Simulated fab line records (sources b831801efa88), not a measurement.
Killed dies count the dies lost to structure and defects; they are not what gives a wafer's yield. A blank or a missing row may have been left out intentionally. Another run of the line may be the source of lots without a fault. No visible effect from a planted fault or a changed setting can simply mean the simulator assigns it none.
Code-filled problem report in 8D (eight disciplines) form / flow sky130 / the parts of the form that need people (team, actions taken, sign-off) are left out

## 1. THE PROBLEM
overpolish run s at SKY_VIA1_CMP_24 reads a mean of 17.008 s on 1 wafer of 1 lot; wafers without a fault read 14.999 s with a standard deviation of 0.0094. So: +99 or more standard deviations from the usual mean.
The step: polishes, stops on SiO2, t overpolish 15 s, target thk 0 nm.
First observed at day 39 21:32: wafer L719.2, on cmp-01. The record holds 36 wafers of 12 lots with a number at this step. Rule for "out", or "out of limits": more than 4 standard deviations from the usual mean. Any other wafer with a number is counted as sound.

## 2. WHAT IT IS; WHAT IT IS NOT
question=which readings at this step; is=overpolish run s; is not=motor current A, retaining ring pressure frac, slurry flow ml min, time to endpoint s
question=which lots; is=L719; is not=L702, L703, L704, L706, L707, L709, L710, L711, L712, L713, L714
question=which wafers of those lots; is=L719.2; is not=L719.3, L719.4
question=read on which tools; is=cmp-01; is not=cmp-02
question=when; is=from day 39 21:32; is not=up to then (35 sound wafers)

## 3. THE SUSPECTS, EACH WITH WHAT RULES IT OUT
Counting: a tool at a process step up to the reading stays a suspect if it ran every lot that is out. Sound lots after the first of them don't rule it out here, since some wafers of a struck lot are sound.
- cmp-01 at SKY_VIA1_CMP_24 (polishes, stops on SiO2, t overpolish 15 s, target thk 0 nm): kept. It ran the lot that is out, L719 (day 39 21:32); its last sound lot up to then is L712 (day 38 07:58). Its own overpolish run s readings are out on those wafers.
- At SKY_VIA1_CMP_24, inside cmp-01: chamber 0 took the wafers that are out, while their sound lot-mates went through chambers 1, 2.
The count leaves cmp-01 at SKY_VIA1_CMP_24.

## 4. THE CAUSE (what the simulator had put in)
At SKY_VIA1_CMP_24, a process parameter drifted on cmp-01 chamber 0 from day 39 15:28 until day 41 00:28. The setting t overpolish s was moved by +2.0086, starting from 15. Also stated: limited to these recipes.
After counting, this tool was the only one left.

## 5. SEQUENCE OF EFFECTS, ordered by route
Rows list readings where the struck wafers' mean (over those with a number) sits beyond 3 standard deviations from the usual. Only readings whose record carries a usual standard deviation are examined. hours: median over the lots of the time between each lot's start at the first step of this table that gives one and its start at this step. sigmas: the change, counted in usual standard deviations.
hours=0; step=SKY_VIA1_CMP_24; reading=overpolish run s; usual=14.999 s; on struck wafers=17.008; change=+2.009; sigmas=+99 or more
Here are the process steps it includes:
- SKY_VIA1_CMP_24: polishes, stops on SiO2, t overpolish 15 s, target thk 0 nm.
Later measuring or inspecting steps at which every struck wafer that the step has a row for has a number for every such reading, and none has moved that far: SKY_METAL2_RS_MEAS_05.

## 6. WHAT WOULD HAVE CAUGHT IT SOONER
In this record the first reading out of limits was taken at day 39 21:32, 6 hours after the fault began at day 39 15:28.
